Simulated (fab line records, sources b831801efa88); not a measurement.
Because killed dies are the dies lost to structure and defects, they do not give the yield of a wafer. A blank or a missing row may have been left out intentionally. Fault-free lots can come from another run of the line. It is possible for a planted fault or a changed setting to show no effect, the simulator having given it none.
fab line records | flow sky130
[record] lots = 14 | wafers = 42 | last-day = 50
route steps=708 shown VIA2@508
lots with no fault: from the same line, run without faults
start-h: start of the lot's first displayed wafer, in hours after the record's first day | wait-h: hours elapsed since this lot's preceding step | " the same as in the row above | L1.1+2: a single row standing in for several wafers | - value missing, or start not given | * or withheld: withheld | < > ~ a bound
route shown NAME@n: names a module that has steps shown in the file, with the first one's number in the route | usual: the fault-free wafers' mean and standard deviation | same: alike in all rows | chamber/n: place in a boat | sites: each site's reading | _std_site: how widely they spread, as a standard deviation | _edge_site: inner sites' mean taken away from outer sites' mean | radius-mm: how far each site lies from the wafer's centre | mask NAME#n: copy n | behind: the most recent tool/chamber to have shaped the wafer | hold: why the lot was held/for how many hours/how that ended | device: names the non-switching transistor (n, p or np) | end of line: the same wafers' tests at the end of the route | where a step has no rows: the recipe by itself | killed: the dies lost at the first sort to structure and to defects; this is not the yield of the wafer | map: the dies of a wafer, with x for killed, . for not killed, _ for no die there
set.NAME: the setting as run; set.NAME@STEP: as run at that earlier step | model.NAME: the simulator's own value behind a step, which no gauge read
the route's steps for a sample of lots (tables are steps, rows are wafers)
services: a tool's chamber out of use, with start hour (start-h, from the record's first day; less than 0 if before it), hours out, and reason
[[steps]]
[step SKY_VIA2_THK_MEAS_01]
[recipe] reads = SiO2_of_VIA2_HDPCVD_00
[usual] VIA2_HDPCVD_THK = 1192/12
lot.wafer | tool          | chamber | start-h | wait-h | VIA2_HDPCVD_THK[nm]
L199.1    | film-metro-02 | -       | 830.74  | 0.1    | 1180
L199.2    | "             | -       | "       | "      | 1172
L199.5    | "             | -       | "       | "      | 1189
L200.2    | film-metro-03 | -       | 839.27  | 0.1    | 1180
L200.3    | "             | -       | "       | "      | 1197
L200.4    | "             | -       | "       | "      | 1176
L201.2    | film-metro-03 | -       | 849.62  | 0.1    | 1187
L201.4    | "             | -       | "       | "      | 1188
L201.5    | "             | -       | "       | "      | 1184
L202.2    | film-metro-02 | -       | 863.61  | 0.1    | 1190
L202.3    | "             | -       | "       | "      | 1188
L202.5    | "             | -       | "       | "      | 1183
L203.2    | film-metro-02 | -       | 871.85  | 0.1    | 1187
L203.3    | "             | -       | "       | "      | 1198
L203.5    | "             | -       | "       | "      | 1215
L205.3    | film-metro-02 | -       | 878.81  | 0.1    | 1182
L205.4    | "             | -       | "       | "      | 1183
L205.5    | "             | -       | "       | "      | 1193
L210.1    | film-metro-02 | -       | 920.94  | 0.1    | 1216
L210.4    | "             | -       | "       | "      | 1195
L210.6    | "             | -       | "       | "      | 1188
L211.1    | film-metro-02 | -       | 922.73  | 0.1    | 1188
L211.3    | "             | -       | "       | "      | 1175
L211.5    | "             | -       | "       | "      | 1182
L213.2    | film-metro-03 | -       | 945.11  | 0.1    | 1189
L213.3    | "             | -       | "       | "      | 1189
L213.4    | "             | -       | "       | "      | 1191
L217.1    | film-metro-02 | -       | 963.49  | 0.1    | 1198
L217.2    | "             | -       | "       | "      | 1219
L217.4    | "             | -       | "       | "      | 1201
L219.2    | film-metro-03 | -       | 971.95  | 0.1    | 1196
L219.3    | "             | -       | "       | "      | 1214
L219.5    | "             | -       | "       | "      | 1199
L218.1    | film-metro-01 | -       | 973.36  | 0.1    | 1211
L218.2    | "             | -       | "       | "      | 1205
L218.6    | "             | -       | "       | "      | 1167
L221.1    | film-metro-02 | -       | 989.54  | 0.1    | 1183
L221.5    | "             | -       | "       | "      | 1212
L221.6    | "             | -       | "       | "      | 1196
L222.2    | film-metro-03 | -       | 990.72  | 0.1    | 1194
L222.3    | "             | -       | "       | "      | 1224
L222.4    | "             | -       | "       | "      | 1197
[step SKY_VIA2_CMP_02]
[recipe] material = SiO2 | down-force-psi = 4 | platen-rpm = 60 | pad-velocity-m-s = 0.94248
[usual] head-pressure-psi = 4.000/0.0086 | motor-current-A = 12.3/1.9 | slurry-flow-ml-min = 150.0/0.47
lot.wafer | tool   | chamber | start-h | wait-h | head-pressure-psi | motor-current-A | slurry-flow-ml-min
L199.2    | cmp-01 | 0       | 830.90  | 0.1    | 4.014             | 13.2            | 150.1
L199.1    | "      | 1       | "       | "      | 3.989             | 11.8            | 150.0
L199.5    | "      | 2       | "       | "      | 4.023             | 12.2            | 150.2
L200.4    | cmp-01 | 2       | 839.32  | 0.0    | 3.977             | 12.9            | 150.9
L200.2    | "      | 3       | "       | "      | 3.988             | 9.6             | 149.8
L200.3    | "      | 1       | "       | "      | 3.990             | 11.6            | 149.7
L201.4    | cmp-02 | 2       | 849.67  | 0.0    | 3.995             | 14.4            | 150.3
L201.2    | "      | 3       | "       | "      | 4.010             | 14.6            | 150.1
L201.5    | "      | 3       | "       | "      | 4.004             | 14.0            | 150.5
L202.3    | cmp-01 | 0       | 863.77  | 0.1    | 4.001             | 13.5            | 149.8
L202.2    | "      | 1       | "       | "      | 4.000             | 12.0            | 149.8
L202.5    | "      | 2       | "       | "      | 3.994             | 13.2            | 148.8
L203.2    | cmp-02 | 2       | 872.00  | 0.1    | 3.985             | 15.3            | 150.7
L203.3    | "      | 3       | "       | "      | 4.014             | 13.6            | 149.7
L203.5    | "      | 0       | "       | "      | 4.001             | 12.0            | 149.8
L205.4    | cmp-02 | 2       | 878.85  | 0.0    | 3.998             | 15.1            | 150.4
L205.3    | "      | 3       | "       | "      | 3.994             | 14.4            | 150.1
L205.5    | "      | 3       | "       | "      | 3.986             | 13.8            | 149.7
L210.1    | cmp-01 | 3       | 921.00  | 0.1    | 3.991             | 9.4             | 150.2
L210.4    | "      | 1       | "       | "      | 4.004             | 11.3            | 149.1
L210.6    | "      | 0       | "       | "      | 3.985             | 13.4            | 150.0
L211.3    | cmp-02 | 3       | 922.79  | 0.0    | 3.990             | 13.4            | 150.1
L211.1    | "      | 0       | "       | "      | 4.007             | 11.8            | 149.6
L211.5    | "      | 3       | "       | "      | 3.992             | 14.0            | 149.8
L213.2    | cmp-01 | 2       | 945.16  | 0.0    | 4.001             | 12.5            | 150.2
L213.4    | "      | 0       | "       | "      | 4.011             | 13.0            | 150.5
L213.3    | "      | 1       | "       | "      | 4.014             | 11.2            | 149.9
L217.2    | cmp-01 | 3       | 963.55  | 0.0    | 4.016             | 9.3             | 150.4
L217.4    | "      | 0       | "       | "      | 4.001             | 13.5            | 150.6
L217.1    | "      | 1       | "       | "      | 4.001             | 11.1            | 149.8
L219.2    | cmp-02 | 0       | 972.09  | 0.1    | 3.993             | 11.8            | 149.7
L219.3    | "      | 1       | "       | "      | 3.995             | 10.6            | 149.6
L219.5    | "      | 0       | "       | "      | 3.998             | 12.0            | 149.0
L218.1    | cmp-02 | 1       | 973.42  | 0.1    | 4.008             | 10.5            | 150.1
L218.2    | "      | 2       | "       | "      | 4.011             | 15.6            | 149.5
L218.6    | "      | 1       | "       | "      | 4.005             | 10.3            | 150.2
L221.1    | cmp-01 | 2       | 989.75  | 0.2    | 3.996             | 13.1            | 149.7
L221.5    | "      | 3       | "       | "      | 3.996             | 9.6             | 150.3
L221.6    | "      | 0       | "       | "      | 3.998             | 13.4            | 149.9
L222.4    | cmp-02 | 1       | 990.82  | 0.1    | 4.006             | 10.2            | 149.5
L222.3    | "      | 2       | "       | "      | 4.001             | 15.6            | 150.1
L222.2    | "      | 3       | "       | "      | 3.988             | 13.9            | 150.6
[step SKY_VIA2_EXPOSE_09]
[recipe] mask-id = VIM2 | na = 0.8 | source-shape = annular | sigma-inner = 0.55 | sigma-outer = 0.85 | target-cd-nm = 200 | dose-mj = 38
[usual] exposure-dose-mJ-cm2 = 38.07/0.091 | focus-offset-nm = 0.0/0.49
lot.wafer | tool           | chamber | start-h | wait-h | mask   | exposure-dose-mJ-cm2 | focus-offset-nm
L199.1    | krf-scanner-01 | 0       | 844.43  | -      | VIM2#0 | 37.97                | 0.1
L199.2    | "              | 0       | "       | "      | VIM2#0 | 38.02                | -0.2
L199.5    | "              | 0       | "       | "      | VIM2#0 | 38.03                | -0.2
L200.2    | krf-scanner-02 | 0       | 853.15  | -      | VIM2#0 | 38.18                | 0.7
L200.3    | "              | 0       | "       | "      | VIM2#0 | 38.18                | -0.1
L200.4    | "              | 0       | "       | "      | VIM2#0 | 38.21                | 0.0
L201.2    | krf-scanner-01 | 0       | 863.44  | -      | VIM2#0 | 38.01                | 0.6
L201.4    | "              | 0       | "       | "      | VIM2#0 | 38.01                | 0.4
L201.5    | "              | 0       | "       | "      | VIM2#0 | 38.03                | 0.6
L202.2    | krf-scanner-01 | 0       | 877.20  | -      | VIM2#0 | 37.98                | -0.2
L202.3    | "              | 0       | "       | "      | VIM2#0 | 38.03                | -0.6
L202.5    | "              | 0       | "       | "      | VIM2#0 | 37.96                | -0.7
L203.2    | krf-scanner-01 | 0       | 885.00  | -      | VIM2#0 | 37.95                | -0.4
L203.3    | "              | 0       | "       | "      | VIM2#0 | 38.01                | 0.9
L203.5    | "              | 0       | "       | "      | VIM2#0 | 38.00                | -0.4
L205.3    | krf-scanner-02 | 0       | 891.76  | -      | VIM2#0 | 38.18                | -0.3
L205.4    | "              | 0       | "       | "      | VIM2#0 | 38.16                | 0.0
L205.5    | "              | 0       | "       | "      | VIM2#0 | 38.10                | 0.1
L210.1    | krf-scanner-01 | 0       | 933.93  | -      | VIM2#0 | 38.00                | -0.6
L210.4    | "              | 0       | "       | "      | VIM2#0 | 38.02                | -0.5
L210.6    | "              | 0       | "       | "      | VIM2#0 | 37.99                | 0.3
L211.1    | krf-scanner-02 | 0       | 936.08  | -      | VIM2#0 | 38.20                | -0.4
L211.3    | "              | 0       | "       | "      | VIM2#0 | 38.15                | 0.0
L211.5    | "              | 0       | "       | "      | VIM2#0 | 38.14                | -0.4
L213.2    | krf-scanner-02 | 0       | 957.22  | -      | VIM2#0 | 38.09                | 0.7
L213.3    | "              | 0       | "       | "      | VIM2#0 | 38.15                | 0.8
L213.4    | "              | 0       | "       | "      | VIM2#0 | 38.15                | 0.3
L217.1    | krf-scanner-02 | -       | 976.40  | -      | VIM2#0 | -                    | -
L217.2    | "              | -       | "       | "      | VIM2#0 | -                    | -
L217.4    | "              | -       | "       | "      | VIM2#0 | -                    | -
L219.2    | krf-scanner-02 | -       | 985.17  | -      | VIM2#0 | -                    | -
L219.3    | "              | -       | "       | "      | VIM2#0 | -                    | -
L219.5    | "              | -       | "       | "      | VIM2#0 | -                    | -
L218.1    | krf-scanner-02 | 0       | 986.25  | -      | VIM2#0 | 38.14                | 0.8
L218.2    | "              | 0       | "       | "      | VIM2#0 | 38.09                | -0.3
L218.6    | "              | 0       | "       | "      | VIM2#0 | 38.08                | 0.2
L221.1    | krf-scanner-01 | 0       | 1002.48 | -      | VIM2#0 | 37.97                | -0.2
L221.5    | "              | 0       | "       | "      | VIM2#0 | 37.98                | -0.5
L221.6    | "              | 0       | "       | "      | VIM2#0 | 37.98                | 0.6
L222.2    | krf-scanner-02 | 0       | 1003.44 | -      | VIM2#0 | 38.16                | 0.1
L222.3    | "              | 0       | "       | "      | VIM2#0 | 38.15                | -1.0
L222.4    | "              | 0       | "       | "      | VIM2#0 | 38.16                | -0.1
[step SKY_VIA2_SPUTTER_20]
[recipe] material = TiN | target-thk-nm = 20 | chamber-pressure-pa = 5 | power-w = 4000 | time-s = 80
[usual] throttle-valve-pct = 29.5/0.69
lot.wafer | tool           | chamber | start-h | wait-h | throttle-valve-pct
L199.1    | pvd-sputter-04 | -       | 858.38  | 0.0    | 29.3
L199.2    | "              | -       | "       | "      | 29.0
L199.5    | "              | -       | "       | "      | 29.4
L200.2    | pvd-sputter-04 | -       | 867.00  | 0.0    | 29.5
L200.3    | "              | -       | "       | "      | 29.2
L200.4    | "              | -       | "       | "      | 29.5
L201.2    | pvd-sputter-04 | -       | 876.72  | 0.0    | 29.1
L201.4    | "              | -       | "       | "      | 29.8
L201.5    | "              | -       | "       | "      | 29.2
L202.2    | pvd-sputter-01 | -       | 890.41  | 0.0    | 28.9
L202.3    | "              | -       | "       | "      | 28.9
L202.5    | "              | -       | "       | "      | 29.0
L203.2    | pvd-sputter-01 | -       | 899.41  | 0.0    | 28.9
L203.3    | "              | -       | "       | "      | 31.0
L203.5    | "              | -       | "       | "      | 30.8
L205.3    | pvd-sputter-04 | -       | 905.23  | 0.0    | 29.6
L205.4    | "              | -       | "       | "      | 29.6
L205.5    | "              | -       | "       | "      | 28.9
L210.1    | pvd-sputter-04 | -       | 947.41  | 0.0    | 28.8
L210.4    | "              | -       | "       | "      | 29.7
L210.6    | "              | -       | "       | "      | 29.1
L211.1    | pvd-sputter-03 | -       | 948.52  | 0.0    | 29.2
L211.3    | "              | -       | "       | "      | 29.6
L211.5    | "              | -       | "       | "      | 29.0
L213.2    | pvd-sputter-01 | -       | 970.06  | 0.0    | 28.9
L213.3    | "              | -       | "       | "      | 29.1
L213.4    | "              | -       | "       | "      | 28.2
L217.1    | pvd-sputter-01 | -       | 989.03  | 0.0    | 30.7
L217.2    | "              | -       | "       | "      | 28.5
L217.4    | "              | -       | "       | "      | 29.0
L219.2    | pvd-sputter-03 | -       | 996.89  | 0.0    | 29.9
L219.3    | "              | -       | "       | "      | 29.1
L219.5    | "              | -       | "       | "      | 30.6
L218.1    | pvd-sputter-04 | -       | 998.41  | 0.0    | 29.7
L218.2    | "              | -       | "       | "      | 29.0
L218.6    | "              | -       | "       | "      | 29.6
L221.1    | pvd-sputter-04 | -       | 1014.79 | 0.0    | 29.4
L221.5    | "              | -       | "       | "      | 29.5
L221.6    | "              | -       | "       | "      | 29.0
L222.2    | pvd-sputter-03 | -       | 1015.10 | 0.0    | 29.6
L222.3    | "              | -       | "       | "      | 29.8
L222.4    | "              | -       | "       | "      | 30.9
[[services]]
tool           | chamber | start-h | hours | kind
krf-scanner-02 | -       | 813.80  | 0.9   | repair
krf-scanner-02 | -       | 816.63  | 0.8   | pm
krf-scanner-01 | -       | 817.91  | 4.0   | pm
krf-scanner-02 | -       | 818.41  | 2.2   | repair
krf-scanner-02 | -       | 828.42  | 0.8   | pm
pvd-sputter-04 | -       | 835.57  | 3.9   | repair
krf-scanner-01 | -       | 839.11  | 0.8   | pm
cmp-02         | -       | 843.91  | 2.8   | repair
krf-scanner-02 | -       | 847.82  | 0.5   | repair
cmp-02         | -       | 850.45  | 2.0   | repair
krf-scanner-02 | -       | 866.21  | 1.7   | repair
pvd-sputter-04 | -       | 871.07  | 0.6   | repair
cmp-01         | -       | 877.91  | 5.3   | repair
pvd-sputter-04 | -       | 878.24  | 1.3   | repair
cmp-02         | -       | 887.47  | 1.1   | repair
krf-scanner-02 | -       | 901.28  | 1.3   | pm
cmp-02         | -       | 912.26  | 4.0   | pm
krf-scanner-02 | -       | 933.45  | 1.0   | pm
cmp-01         | -       | 954.70  | 3.9   | repair
cmp-01         | -       | 957.42  | 3.1   | repair
cmp-01         | -       | 970.01  | 12.1  | pm
cmp-02         | -       | 983.78  | 2.5   | repair
krf-scanner-02 | -       | 985.43  | 0.8   | pm
krf-scanner-02 | -       | 1012.30 | 2.7   | repair
[[key]]
[first-sign] step = SKY_VIA2_EXPOSE_09 | reading = tool-record | direction = missing
effect none on later readings
met-at SKY_VIA2_EXPOSE_09
struck-lots L217,L219
later-rows-left-out L217.1,L217.2,L217.4,L219.2,L219.3,L219.5
sort-left-out L217.1,L217.2,L217.4,L219.2,L219.3,L219.5
not-acting-at SKY_VIA2_THK_MEAS_01,SKY_VIA2_CMP_02,SKY_VIA2_SPUTTER_20
onset-between 957.22 976.40
[fault] kind = skipped-step-whole | tool = krf-scanner-02 | chamber = - | onset-h = 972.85 | steps = SKY_VIA2_EXPOSE_09 | scope = struck-lots-only
// sort-left-out: the simulated sort isn't trusted on such a fault, so these wafers' sort isn't shown, and their yield isn't known
// later-rows-left-out: the simulator's readings of these wafers behind a module that went badly wrong aren't trusted and aren't shown, but for the sort
